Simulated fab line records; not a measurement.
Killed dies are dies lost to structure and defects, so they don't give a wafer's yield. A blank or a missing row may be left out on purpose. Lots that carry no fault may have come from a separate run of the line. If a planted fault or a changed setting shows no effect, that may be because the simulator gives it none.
Which tool was responsible? / flow sky130 / 12 lots, 36 wafers sampled, at 5 steps of a route of 708

## WHAT EACH GAUGE READ, for each wafer
SKY_CONTACT_BOW_MEAS_05.
lot=L074; measured=day 31 02:41; on=film_metro-01; CONTACT_BOW (um)=79 80 85
lot=L077; measured=day 31 08:41; on=film_metro-01; CONTACT_BOW (um)=74 85 92
lot=L079; measured=day 32 03:44; on=film_metro-03; CONTACT_BOW (um)=75 76 85
lot=L081; measured=day 33 03:21; on=film_metro-01; CONTACT_BOW (um)=88 85 88
lot=L083; measured=day 34 09:19; on=film_metro-01; CONTACT_BOW (um)=87 94 87
lot=L085; measured=day 34 13:22; on=film_metro-04; CONTACT_BOW (um)=87 67 76
lot=L087; measured=day 35 06:13; on=film_metro-03; CONTACT_BOW (um)=83 74 78
lot=L088; measured=day 35 10:50; on=film_metro-03; CONTACT_BOW (um)=88 75 92
lot=L091; measured=day 36 04:16; on=film_metro-01; CONTACT_BOW (um)=96 86 88
lot=L093; measured=day 36 19:32; on=film_metro-04; CONTACT_BOW (um)=92 87 91
lot=L095; measured=day 37 03:03; on=film_metro-03; CONTACT_BOW (um)=77 89 90
lot=L097; measured=day 37 19:35; on=film_metro-01; CONTACT_BOW (um)=79 83 73

## WHICH TOOL RAN EACH LOT (tool, then ch and the chambers of the sampled wafers, then the start)
lot=L074; SKY_VT_ADJUST_LVTN_STRIP_09=plasma_asher-01 ch 0,1, day 7 07:46; SKY_SPACER_ETCHBACK_02=rie_diel-01 ch 0,1,2, day 23 12:25; SKY_LI_CONTACT_CMP_02=cmp-01 ch 1,2, day 28 14:25; SKY_LI_CONTACT_CMP_24=cmp-01 ch 0,2, day 29 20:25
lot=L077; SKY_VT_ADJUST_LVTN_STRIP_09=plasma_asher-01 ch 1, day 7 12:42; SKY_SPACER_ETCHBACK_02=rie_diel-02 ch 0,1, day 23 19:47; SKY_LI_CONTACT_CMP_02=cmp-01 ch 0,3, day 28 20:13; SKY_LI_CONTACT_CMP_24=cmp-02 ch 0,1,2, day 30 02:54
lot=L079; SKY_VT_ADJUST_LVTN_STRIP_09=plasma_asher-02 ch 0,1, day 8 03:50; SKY_SPACER_ETCHBACK_02=rie_diel-04 ch 0,1,2, day 24 16:19; SKY_LI_CONTACT_CMP_02=cmp-01 ch 0,3, day 29 16:08; SKY_LI_CONTACT_CMP_24=cmp-01 ch 0,2,3, day 30 21:48
lot=L081; SKY_VT_ADJUST_LVTN_STRIP_09=plasma_asher-04 ch 0,1, day 8 23:06; SKY_SPACER_ETCHBACK_02=rie_diel-01 ch 2,3, day 25 18:01; SKY_LI_CONTACT_CMP_02=cmp-02 ch 0,1,3, day 30 15:53; SKY_LI_CONTACT_CMP_24=cmp-01 ch 1,2,3, day 31 21:39
lot=L083; SKY_VT_ADJUST_LVTN_STRIP_09=plasma_asher-02 ch 0, day 9 17:17; SKY_SPACER_ETCHBACK_02=rie_diel-01 ch 0,3, day 27 00:29; SKY_LI_CONTACT_CMP_02=cmp-01 ch 0,2, day 31 23:01; SKY_LI_CONTACT_CMP_24=cmp-02 ch 0,2, day 33 04:45
lot=L085; SKY_VT_ADJUST_LVTN_STRIP_09=plasma_asher-01 ch 0,1, day 10 06:26; SKY_SPACER_ETCHBACK_02=rie_diel-02 ch 0,1,3, day 27 07:36; SKY_LI_CONTACT_CMP_02=cmp-01 ch 0,1,2, day 32 04:02; SKY_LI_CONTACT_CMP_24=cmp-02 ch 0,2,3, day 33 08:53
lot=L087; SKY_VT_ADJUST_LVTN_STRIP_09=plasma_asher-04 ch 0,1, day 10 19:53; SKY_SPACER_ETCHBACK_02=rie_diel-04 ch 1,2, day 28 03:20; SKY_LI_CONTACT_CMP_02=cmp-02 ch 0,3, day 32 21:37; SKY_LI_CONTACT_CMP_24=cmp-01 ch 0,2,3, day 34 02:41
lot=L088; SKY_VT_ADJUST_LVTN_STRIP_09=plasma_asher-04 ch 0,1, day 10 23:53; SKY_SPACER_ETCHBACK_02=rie_diel-04 ch 1,2,3, day 28 06:40; SKY_LI_CONTACT_CMP_02=cmp-01 ch 0,2,3, day 33 02:47; SKY_LI_CONTACT_CMP_24=cmp-02 ch 0,2,3, day 34 07:06
lot=L091; SKY_VT_ADJUST_LVTN_STRIP_09=plasma_asher-04 ch 0,1, day 11 14:56; SKY_SPACER_ETCHBACK_02=rie_diel-02 ch 1,2,3, day 29 02:40; SKY_LI_CONTACT_CMP_02=cmp-01 ch 0,1, day 33 21:22; SKY_LI_CONTACT_CMP_24=cmp-02 ch 0,1,3, day 35 00:53
lot=L093; SKY_VT_ADJUST_LVTN_STRIP_09=plasma_asher-02 ch 0,1, day 12 04:32; SKY_SPACER_ETCHBACK_02=rie_diel-04 ch 2,3, day 29 20:49; SKY_LI_CONTACT_CMP_02=cmp-01 ch 2,3, day 34 12:25; SKY_LI_CONTACT_CMP_24=cmp-01 ch 2,3, day 35 16:04
lot=L095; SKY_VT_ADJUST_LVTN_STRIP_09=plasma_asher-01 ch 0,1, day 12 11:56; SKY_SPACER_ETCHBACK_02=rie_diel-02 ch 0,1,2, day 30 02:02; SKY_LI_CONTACT_CMP_02=cmp-01 ch 0,1, day 34 19:35; SKY_LI_CONTACT_CMP_24=cmp-01 ch 1,2, day 35 22:59
lot=L097; SKY_VT_ADJUST_LVTN_STRIP_09=plasma_asher-01 ch 0,1, day 13 02:56; SKY_SPACER_ETCHBACK_02=rie_diel-04 ch 1,2,3, day 30 23:15; SKY_LI_CONTACT_CMP_02=cmp-02 ch 0,1,3, day 35 12:59; SKY_LI_CONTACT_CMP_24=cmp-01 ch 1,2,3, day 36 16:26
- SKY_VT_ADJUST_LVTN_STRIP_09: strips in O2/N2.
- SKY_SPACER_ETCHBACK_02: etches Si3N4 in CH3F/O2, stops on SiO2, time 46.7 s, target depth 45 nm.
- SKY_LI_CONTACT_CMP_02: polishes PSG.
- SKY_LI_CONTACT_CMP_24: polishes, stops on PSG, t overpolish 20 s, target thk 0 nm.

## THE ANSWER, worked out from the rows above alone
Rule: what is usual is taken from the lots themselves. Put in order of their means at a reading, lots are off if they are a third of the lots or fewer, leave a main group of 4 or more, and stand apart from it by a gap of 3 or more times the standard deviation of the main group's means; of several such gaps the widest counts. The tables above print the reading to a certain number of digits; a main group whose means all agree to those digits is not used. A lot without any number at a reading at which 4 lots or more have one is off too. All remaining lots with rows at the step are treated as sound.
Nothing can be told from this: no lot is off at any reading shown.

## WHAT THE SIMULATOR HAD INSERTED
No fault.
